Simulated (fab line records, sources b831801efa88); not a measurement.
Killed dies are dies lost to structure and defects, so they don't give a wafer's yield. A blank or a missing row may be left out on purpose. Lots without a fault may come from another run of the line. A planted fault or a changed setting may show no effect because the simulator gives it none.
Which tool did it? | flow gf180mcu | 13 lots, 39 wafers sampled, at 5 steps of a route of 602

WHAT THE GAUGES READ, wafer by wafer
GF_MIM_THK_MEAS_06.
lot  | measured     | on            | MIM_CVD_05_THK (nm)
L421 | day 24 17:20 | film_metro-04 | 41.3 41.9 41.6
L424 | day 25 10:11 | film_metro-03 | 41.5 42.1 41.6
L425 | day 25 21:55 | film_metro-04 | 41.1 41.9 41.6
L426 | day 26 05:16 | film_metro-01 | 41.6 41.6 42.5
L427 | day 26 14:01 | film_metro-04 | 42.1 41.7 42.4
L428 | day 27 00:28 | film_metro-01 | 40.9 41.4 41.7
L429 | day 27 06:14 | film_metro-04 | 41.3 40.8 42.1
L434 | day 28 16:52 | film_metro-04 | 39.4 40.2 40.1
L435 | day 29 16:04 | film_metro-04 | 40.4 40.1 41.0
L437 | day 29 22:13 | film_metro-03 | 42.1 42.2 42.2
L436 | day 29 23:59 | film_metro-04 | 39.5 40.6 40.7
L441 | day 30 23:58 | film_metro-04 | 41.7 41.9 42.4
L442 | day 31 06:10 | film_metro-03 | 40.8 41.5 42.1

WHICH TOOL RAN EACH LOT (tool, then ch and the chambers of the sampled wafers, then the start)
lot  | GF_V4_CVD_23                  | GF_MIM_SPUTTER_00            | GF_MIM_SPUTTER_01            | GF_MIM_CVD_05
L421 | cvd_w-02 ch 0,1, day 24 16:31 | pvd_sputter-03, day 24 17:04 | pvd_sputter-03, day 24 17:10 | pecvd-03 ch 1,2, day 24 17:17
L424 | cvd_w-02 ch 0,1, day 25 09:19 | pvd_sputter-04, day 25 09:55 | pvd_sputter-04, day 25 10:01 | pecvd-04 ch 1,2, day 25 10:08
L425 | cvd_w-02 ch 0,1, day 25 21:04 | pvd_sputter-03, day 25 21:40 | pvd_sputter-03, day 25 21:46 | pecvd-04 ch 0,1, day 25 21:53
L426 | cvd_w-02 ch 0, day 26 04:22   | pvd_sputter-02, day 26 04:58 | pvd_sputter-02, day 26 05:04 | pecvd-03 ch 1,2, day 26 05:11
L427 | cvd_w-01 ch 0,1, day 26 13:11 | pvd_sputter-03, day 26 13:46 | pvd_sputter-03, day 26 13:52 | pecvd-01 ch 0,1,2, day 26 13:59
L428 | cvd_w-01 ch 0,1, day 26 23:37 | pvd_sputter-02, day 27 00:13 | pvd_sputter-02, day 27 00:19 | pecvd-04 ch 0,1,2, day 27 00:26
L429 | cvd_w-01 ch 0,1, day 27 05:23 | pvd_sputter-02, day 27 05:58 | pvd_sputter-02, day 27 06:04 | pecvd-04 ch 0,1, day 27 06:11
L434 | cvd_w-02 ch 0,1, day 28 16:02 | pvd_sputter-04, day 28 16:36 | pvd_sputter-04, day 28 16:42 | pecvd-04 ch 0,2, day 28 16:49
L435 | cvd_w-01 ch 0, day 29 15:13   | pvd_sputter-02, day 29 15:49 | pvd_sputter-02, day 29 15:55 | pecvd-04 ch 0,1,2, day 29 16:02
L437 | cvd_w-02 ch 0,1, day 29 21:22 | pvd_sputter-03, day 29 21:57 | pvd_sputter-03, day 29 22:03 | pecvd-01 ch 0,1, day 29 22:11
L436 | cvd_w-01 ch 0,1, day 29 23:10 | pvd_sputter-03, day 29 23:43 | pvd_sputter-03, day 29 23:49 | pecvd-04 ch 0,2, day 29 23:56
L441 | cvd_w-02 ch 0,1, day 30 23:06 | pvd_sputter-03, day 30 23:42 | pvd_sputter-03, day 30 23:48 | pecvd-01 ch 0,2, day 30 23:55
L442 | cvd_w-02 ch 0,1, day 31 05:19 | pvd_sputter-03, day 31 05:54 | pvd_sputter-03, day 31 06:00 | pecvd-03 ch 1,2, day 31 06:08
- GF_V4_CVD_23: deposits W, target thk 350 nm, time 104.9 s.
- GF_MIM_SPUTTER_00: material Ti, target thk 37.5 nm, time 150 s.
- GF_MIM_SPUTTER_01: material TiN, target thk 30 nm, time 25 s.
- GF_MIM_CVD_05: deposits Si3N4, target thk 42 nm, time 29.086 s.

WHAT THE TOOLS THEMSELVES READ (means of the sampled wafers that have a number; where no wafer has one, the mark that the record gives instead)
GF_V4_CVD_23.
lot  | tool     | heater_power_w (W) | run_length_s (s)
L421 | cvd_w-02 | 886                | 132.4
L424 | cvd_w-02 | 897                | 132.2
L425 | cvd_w-02 | 898                | 132.5
L426 | cvd_w-02 | 856                | 132.6
L427 | cvd_w-01 | 865                | 133.4
L428 | cvd_w-01 | 906                | 132.9
L429 | cvd_w-01 | 926                | 132.7
L434 | cvd_w-02 | 899                | 132.5
L435 | cvd_w-01 | 813                | 133.7
L437 | cvd_w-02 | 933                | 132.3
L436 | cvd_w-01 | 879                | 133.2
L441 | cvd_w-02 | 892                | 132.0
L442 | cvd_w-02 | 911                | 132.6

GF_MIM_SPUTTER_00.
lot  | tool           | throttle_valve_pct (%)
L421 | pvd_sputter-03 | 30.1
L424 | pvd_sputter-04 | 31.1
L425 | pvd_sputter-03 | 29.6
L426 | pvd_sputter-02 | 30.7
L427 | pvd_sputter-03 | 30.0
L428 | pvd_sputter-02 | 30.7
L429 | pvd_sputter-02 | 30.7
L434 | pvd_sputter-04 | 30.6
L435 | pvd_sputter-02 | 30.9
L437 | pvd_sputter-03 | 30.0
L436 | pvd_sputter-03 | 29.9
L441 | pvd_sputter-03 | 30.2
L442 | pvd_sputter-03 | 30.0

GF_MIM_SPUTTER_01.
lot  | tool           | throttle_valve_pct (%)
L421 | pvd_sputter-03 | 30.2
L424 | pvd_sputter-04 | 31.1
L425 | pvd_sputter-03 | 29.5
L426 | pvd_sputter-02 | 30.6
L427 | pvd_sputter-03 | 30.0
L428 | pvd_sputter-02 | 30.4
L429 | pvd_sputter-02 | 30.6
L434 | pvd_sputter-04 | 30.6
L435 | pvd_sputter-02 | 30.8
L437 | pvd_sputter-03 | 30.1
L436 | pvd_sputter-03 | 29.8
L441 | pvd_sputter-03 | 30.3
L442 | pvd_sputter-03 | 30.2

GF_MIM_CVD_05.
lot  | tool     | heater_power_w (W) | run_length_s (s)
L421 | pecvd-03 | 649                | 57.5
L424 | pecvd-04 | 638                | 57.2
L425 | pecvd-04 | 661                | 56.9
L426 | pecvd-03 | 656                | 57.5
L427 | pecvd-01 | 663                | 57.1
L428 | pecvd-04 | 617                | 56.8
L429 | pecvd-04 | 682                | 56.8
L434 | pecvd-04 | 608                | 55.5
L435 | pecvd-04 | 610                | 55.7
L437 | pecvd-01 | 637                | 57.4
L436 | pecvd-04 | 668                | 55.7
L441 | pecvd-01 | 641                | 57.3
L442 | pecvd-03 | 665                | 57.3

THE ANSWER, worked out from the rows above alone
Rule: what is usual is taken from the lots themselves. Put in order of their means at a reading, lots are off if they are a third of the lots or fewer, leave a main group of 4 or more, and stand apart from it by a gap of 3 or more times the standard deviation of the main group's means; of several such gaps the widest counts. A main group whose means are all the same, to the digits that the tables above print for the reading, isn't used. A lot without any number at a reading at which 4 lots or more have one is off too. The other lots that the step has rows for count as sound. The gauges are gone through in route order, then the tools' own readings, and for those a lot's mean is taken as printed above. The first step at which some lot is off is used, and at that step the reading that is off furthest; a lot without a number counts as furthest.
Off: L434, L435, L436, at GF_MIM_CVD_05 (run_length_s). The main group: mean 57.2 s, standard deviation 0.26.
A tool fits if, at that step or a process step before it, it ran every lot that is off, and no sound lot after the first of them. One fits: pecvd-04 at GF_MIM_CVD_05. Its last sound lot is L429 (day 27 06:11), its first lot that is off L434 (day 28 16:49): a fault that began between those two fits.
The tool's own readings at GF_MIM_CVD_05 bear it out: on the lots that are off they differ by more than 5 times the standard deviation of the sound lots' means. run_length_s reads 55.6 s there against 57.2 s on the sound lots.

WHAT THE SIMULATOR HAD PUT IN
Process parameter drift: pecvd-04, from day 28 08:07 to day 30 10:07, at GF_MIM_CVD_05. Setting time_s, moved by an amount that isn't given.
Lots struck among those shown: L434, L435, L436. The rule above found the same.
